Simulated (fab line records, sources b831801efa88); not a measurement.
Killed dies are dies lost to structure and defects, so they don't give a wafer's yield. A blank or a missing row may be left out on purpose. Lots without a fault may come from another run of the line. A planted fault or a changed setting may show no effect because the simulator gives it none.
A struck lot beside a sound one | flow sky130 | 36 steps out of a route of 708
Sound: wafers L844.3, L844.4, L844.6. Struck: wafers L833.2, L833.3, L833.5. The cause comes at the end.
At each step with rows: each side's tool, then ch and its chambers, then its first start. Under that, the readings that differ: sound wafers | struck wafers | difference of the means | sigmas: that difference in standard deviations of wafers without a fault.
alike: readings whose means differ by less than 2 such deviations, and words and numbers that are the same on both sides. not compared: withheld readings, readings that some wafer has no value for, bounds like >300 that may hide the same value, and numbers for which the record gives no deviation and whose values overlap.
The two part at a step that has a row with sigmas, a row that says differs or no value, or rows on one side only. Numbers that don't overlap but have no deviation are shown without sigmas and don't part them. A reading that every wafer of one side lacks parts them only if that side has two wafers or more.

first, 10 steps without rows for these wafers: SKY_POLY_CUT_ETCH_10 (etches BARC in N2/H2, stops on SiO2, time 45.9 s, target depth 60 nm); SKY_POLY_CUT_ETCH_11 (etches Si3N4 in CF4/CH2F2/Ar, stops on poly-Si, time 42.5 s, target depth 60 nm); SKY_POLY_CUT_STRIP_12 (strips in O2/N2); SKY_SD_P_DEHYDRATE_00 (time 60 s); SKY_SD_P_HMDS_01 (prime time 60 s); SKY_SD_P_COAT_02 (resist thk 1140 nm); SKY_SD_P_SOFTBAKE_03 (time 60 s); SKY_SD_P_EXPOSE_04 (exposes mask PSDM, target cd 380 nm); SKY_SD_P_PEB_05; SKY_SD_P_DEVELOP_06 (develop time 60 s).
SKY_SD_P_IMPLANT_09:
  sound on implanter-02 ch 0, day 31 11:58; struck on implanter-02 ch 0, day 28 03:52
  reading            | sound                            | struck                           | difference  | sigmas
  beam_on_s (s)      | 13.8 14.3 14.3                   | 9.9 10.0 10.2                    | -4.1        | -11
  dose_ions_cm2      | 2.9962e+15 2.9961e+15 3.0014e+15 | 1.9982e+15 1.9969e+15 1.9983e+15 | -1.0001e+15 | -99 or more
  faraday_current_uA | 11915 11366 11502                | 11077 10939 10671                | -699        | -2
SKY_SD_P_STRIP_10: strips in O2/N2.
  sound on plasma_asher-04 ch 0,1, day 31 12:06; struck on plasma_asher-02 ch 0,1, day 28 03:59
  reading                      | sound             | struck            | difference | sigmas
  oes_product_au (a.u.)        | 0.610 0.613 0.611 | 0.638 0.639 0.640 | +0.028     | +6
  strip_time_to_endpoint_s (s) | 17.47 17.47 17.49 | 16.75 16.81 16.77 | -0.70      | -17
  alike: drypump_motor_current_A, n2_flow_sccm
  not compared: rf_hours_counter_h
SKY_SD_P_TW_MEAS_11:
  sound on film_metro-01, day 31 12:11; struck on film_metro-04, day 28 04:05
  reading | sound          | struck         | difference | sigmas
  SD_P_TW | 2846 2825 2817 | 2587 2592 2605 | -235       | -15
then, 21 steps without rows for these wafers: SKY_RES_XHIGH_DEHYDRATE_00 (time 60 s); SKY_RES_XHIGH_HMDS_01 (prime time 60 s); SKY_RES_XHIGH_COAT_02 (resist thk 1140 nm); SKY_RES_XHIGH_SOFTBAKE_03 (time 60 s); SKY_RES_XHIGH_EXPOSE_04 (exposes mask URPM, target cd 1270 nm); SKY_RES_XHIGH_PEB_05; SKY_RES_XHIGH_DEVELOP_06 (develop time 60 s); SKY_RES_XHIGH_IMPLANT_07; SKY_RES_XHIGH_STRIP_08 (strips in O2/N2); SKY_SD_N_DEHYDRATE_00 (time 60 s); SKY_SD_N_HMDS_01 (prime time 60 s); SKY_SD_N_COAT_02 (resist thk 1140 nm); SKY_SD_N_SOFTBAKE_03 (time 60 s); SKY_SD_N_EXPOSE_04 (exposes mask NSDM, target cd 380 nm); SKY_SD_N_PEB_05; SKY_SD_N_DEVELOP_06 (develop time 60 s); SKY_SD_N_IMPLANT_09; SKY_SD_N_IMPLANT_10; SKY_SD_N_STRIP_11 (strips in O2/N2); SKY_SD_N_CLEAN_13 (cleans in SC1/SC2, time 150 s); SKY_SD_N_RTA_14 (time 2 s).
-- the record jumps here: 2 days lie between the struck wafers' starts before and after --
SKY_SD_N_RS_MEAS_17: measures by four-point-probe.
  sound on film_metro-01, day 33 18:43; struck on film_metro-03, day 30 12:39
  reading          | sound             | struck            | difference | sigmas
  SD_P_RS (ohm/sq) | 147.4 147.0 147.3 | 154.3 153.0 154.1 | +6.6       | +19
-- the record jumps here: 17 days lie between the struck wafers' starts before and after (it left off in module SD_N and takes up again in module PAD_OPEN, whose first step shown is number 708 of the route) --
SKY_PAD_OPEN_PROBE_99:
  sound on prober-02, day 49 23:57; struck on prober-01, day 47 18:20
  reading                                | sound             | struck            | difference | sigmas
  model.etest.licon_high_po.rc_ohm       | 348.4 353.8 357.9 | 688.3 677.7 687.4 | +331.1     |
  model.etest.res_high_po.line_ohm_um    | 743.9 764.5 781.7 | 1048 1028 1045    | +277       |
  model.etest.res_pdiff.line_ohm_um      | 1380 1370 1395    | 1547 1557 1578    | +179       |
  model.etest.pfet_01v8.r_on_ohm_um      | 2838 2807 2826    | 3024 3076 3051    | +227       |
  model.etest.pfet_g5v0d10v5.r_on_ohm_um | 4766 4761 4750    | 4871 4960 4929    | +161       |
  model.etest.res_high_po.rs_ohm_sq      | 257.2 261.1 267.9 | 364.8 361.9 367.3 | +102.6     |
  model.etest.licon_pdiff.rc_ohm         | 582.4 565.3 579.2 | 688.7 698.3 671.5 | +110.5     |
  model.etest.res_pdiff_hv.rs_ohm_sq     | 192.4 193.6 191.5 | 222.2 219.7 223.7 | +29.4      |
  alike: killed_at_M0_to_M3, killed_at_M4_up, killed_at_contacts, killed_at_front_end, killed_at_other, killed_dies, killed_open, killed_short

WHERE THEY PART
First at SKY_SD_P_IMPLANT_09; last, within this record, at SKY_SD_N_RS_MEAS_17. Later steps at which nothing parts them and some readings are alike: SKY_PAD_OPEN_PROBE_99.

WHY: what the simulator had put in
Process parameter drift: implanter-02, from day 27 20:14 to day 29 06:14, at SKY_SD_P_IMPLANT_09. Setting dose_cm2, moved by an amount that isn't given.
